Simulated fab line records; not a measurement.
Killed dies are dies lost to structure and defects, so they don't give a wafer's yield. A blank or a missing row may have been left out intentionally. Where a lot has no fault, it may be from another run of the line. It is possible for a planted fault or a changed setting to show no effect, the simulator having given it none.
Which tool is to blame? + flow sky130 + Sampling: 24 lots, 72 wafers, 3 of 708 route steps

## WHAT THE GAUGES READ, wafer by wafer
SKY_METAL1_RS_MEAS_05: uses a four-point probe to measure.
| lot  | measured     | on            | METAL1_ALCU_RS (ohm/sq) |
|------|--------------|---------------|-------------------------|
| L074 | day 31 13:53 | film-metro-03 | 0.1310 0.1309 0.1309    |
| L075 | day 31 21:32 | film-metro-03 | 0.1277 0.1249 0.1251    |
| L076 | day 32 16:10 | film-metro-03 | 0.1284 0.1280 0.1283    |
| L077 | day 33 08:08 | film-metro-01 | 0.1246 0.1227 0.1245    |
| L078 | day 33 14:20 | film-metro-03 | 0.1281 0.1289 0.1290    |
| L080 | day 34 00:55 | film-metro-03 | 0.1276 0.1284 0.1285    |
| L079 | day 34 02:00 | film-metro-03 | 0.1275 0.1273 0.1262    |
| L081 | day 34 04:53 | film-metro-02 | 0.1288 0.1283 0.1283    |
| L082 | day 34 10:26 | film-metro-02 | 0.1303 0.1282 0.1302    |
| L083 | day 34 17:11 | film-metro-02 | 0.1279 0.1271 0.1266    |
| L085 | day 35 10:39 | film-metro-03 | 0.1271 0.1272 0.1269    |
| L084 | day 35 12:05 | film-metro-03 | 0.1280 0.1287 0.1283    |
| L086 | day 35 13:49 | film-metro-03 | 0.1278 0.1291 0.1272    |
| L087 | day 35 22:07 | film-metro-03 | 0.1263 0.1263 0.1268    |
| L088 | day 36 10:56 | film-metro-01 | 0.1251 0.1210 0.1250    |
| L089 | day 36 16:07 | film-metro-02 | 0.1294 0.1276 0.1272    |
| L090 | day 36 21:36 | film-metro-01 | 0.1218 0.1245 0.1250    |
| L091 | day 37 03:17 | film-metro-03 | 0.1312 0.1288 0.1301    |
| L092 | day 37 12:52 | film-metro-03 | 0.1292 0.1283 0.1278    |
| L093 | day 37 15:38 | film-metro-01 | 0.1286 0.1288 0.1269    |
| L094 | day 37 19:15 | film-metro-01 | 0.1274 0.1274 0.1279    |
| L095 | day 38 04:32 | film-metro-02 | 0.1285 0.1271 0.1276    |
| L096 | day 39 04:08 | film-metro-02 | 0.1302 0.1290 0.1293    |
| L097 | day 39 04:47 | film-metro-01 | 0.1254 0.1268 0.1259    |

SKY_VIA2_BOW_MEAS_03.
| lot  | measured     | on            | VIA2_BOW (um) |
|------|--------------|---------------|---------------|
| L074 | day 35 04:11 | film-metro-03 | 93 83 86      |
| L075 | day 35 09:22 | film-metro-04 | 91 97 78      |
| L076 | day 36 04:29 | film-metro-01 | 91 84 74      |
| L077 | day 36 21:04 | film-metro-01 | 90 78 82      |
| L078 | day 37 02:08 | film-metro-01 | 99 103 100    |
| L080 | day 37 14:51 | film-metro-01 | 82 87 80      |
| L079 | day 37 15:22 | film-metro-04 | 81 86 84      |
| L081 | day 37 15:47 | film-metro-04 | 100 107 81    |
| L082 | day 37 22:34 | film-metro-04 | 93 84 79      |
| L083 | day 38 03:52 | film-metro-01 | 87 76 93      |
| L085 | day 38 20:14 | film-metro-04 | 79 70 81      |
| L084 | day 38 23:43 | film-metro-03 | 83 92 82      |
| L086 | day 39 01:49 | film-metro-03 | 90 84 84      |
| L087 | day 39 07:01 | film-metro-04 | 90 85 89      |
| L088 | day 39 19:47 | film-metro-03 | 91 79 102     |
| L089 | day 40 00:04 | film-metro-03 | 89 81 80      |
| L090 | day 40 06:31 | film-metro-03 | 91 86 77      |
| L091 | day 40 12:04 | film-metro-01 | 97 83 70      |
| L092 | day 40 19:46 | film-metro-04 | 70 83 70      |
| L093 | day 40 22:31 | film-metro-03 | 82 82 79      |
| L094 | day 41 03:04 | film-metro-04 | 84 92 81      |
| L095 | day 41 10:26 | film-metro-03 | 86 76 76      |
| L096 | day 42 08:42 | film-metro-01 | 82 76 85      |
| L097 | day 42 09:41 | film-metro-04 | 77 79 82      |

## TOOL THAT RAN EACH LOT (tool first, then ch and the chambers of the sampled wafers, then the start)
| lot  | SKY_METAL1_SPUTTER_00        |
|------|------------------------------|
| L074 | pvd-sputter-03, day 31 13:42 |
| L075 | pvd-sputter-02, day 31 21:23 |
| L076 | pvd-sputter-03, day 32 16:01 |
| L077 | pvd-sputter-02, day 33 07:58 |
| L078 | pvd-sputter-04, day 33 14:10 |
| L080 | pvd-sputter-03, day 34 00:47 |
| L079 | pvd-sputter-04, day 34 01:50 |
| L081 | pvd-sputter-04, day 34 04:44 |
| L082 | pvd-sputter-03, day 34 10:17 |
| L083 | pvd-sputter-03, day 34 17:00 |
| L085 | pvd-sputter-03, day 35 10:29 |
| L084 | pvd-sputter-04, day 35 11:56 |
| L086 | pvd-sputter-03, day 35 13:41 |
| L087 | pvd-sputter-04, day 35 21:57 |
| L088 | pvd-sputter-02, day 36 10:47 |
| L089 | pvd-sputter-03, day 36 15:57 |
| L090 | pvd-sputter-02, day 36 21:28 |
| L091 | pvd-sputter-04, day 37 03:09 |
| L092 | pvd-sputter-04, day 37 12:44 |
| L093 | pvd-sputter-02, day 37 15:27 |
| L094 | pvd-sputter-02, day 37 19:04 |
| L095 | pvd-sputter-04, day 38 04:24 |
| L096 | pvd-sputter-04, day 39 03:59 |
| L097 | pvd-sputter-02, day 39 04:39 |
- SKY_METAL1_SPUTTER_00: material Ti, target thk 15 nm, time 10 s.

## AS READ BY THE TOOLS THEMSELVES (means over the sampled wafers that have a number; for cases with no such wafer, the mark the record gives instead)
SKY_METAL1_SPUTTER_00.
| lot  | tool           | throttle-valve-pct (%) |
|------|----------------|------------------------|
| L074 | pvd-sputter-03 | 29.7                   |
| L075 | pvd-sputter-02 | 29.3                   |
| L076 | pvd-sputter-03 | 29.8                   |
| L077 | pvd-sputter-02 | 30.4                   |
| L078 | pvd-sputter-04 | 31.2                   |
| L080 | pvd-sputter-03 | 29.7                   |
| L079 | pvd-sputter-04 | 31.2                   |
| L081 | pvd-sputter-04 | 31.8                   |
| L082 | pvd-sputter-03 | 29.5                   |
| L083 | pvd-sputter-03 | 29.8                   |
| L085 | pvd-sputter-03 | 29.3                   |
| L084 | pvd-sputter-04 | 31.0                   |
| L086 | pvd-sputter-03 | 29.9                   |
| L087 | pvd-sputter-04 | 30.3                   |
| L088 | pvd-sputter-02 | 30.6                   |
| L089 | pvd-sputter-03 | 30.0                   |
| L090 | pvd-sputter-02 | 30.6                   |
| L091 | pvd-sputter-04 | 31.8                   |
| L092 | pvd-sputter-04 | 31.1                   |
| L093 | pvd-sputter-02 | 30.2                   |
| L094 | pvd-sputter-02 | 29.4                   |
| L095 | pvd-sputter-04 | 32.2                   |
| L096 | pvd-sputter-04 | 31.7                   |
| L097 | pvd-sputter-02 | 29.5                   |

## THE ANSWER, worked out from the rows above alone
Rule: usual is defined by the lots themselves. The widest of any qualifying gaps counts: lots, ordered by their means at a reading, are off when they make up no more than a third of the lots, leave a main group of 4 or more, and stand apart from it by 3 or more times the standard deviation of that group's means. If all means in a main group match to the digits the tables above print for the reading, that group is not used. Also off: a lot with no number at a reading for which 4 or more lots have one. The other lots that the step has rows for count as sound. After the gauges, taken in route order, come the tools' own readings; for these a lot's mean is taken, as printed above. The first step at which some lot is off is used, and at that step the reading that is off furthest; a lot without a number counts as furthest.
No lot is off at any reading shown: from this, nothing can be told.

## WHAT THE SIMULATOR HAD INSERTED
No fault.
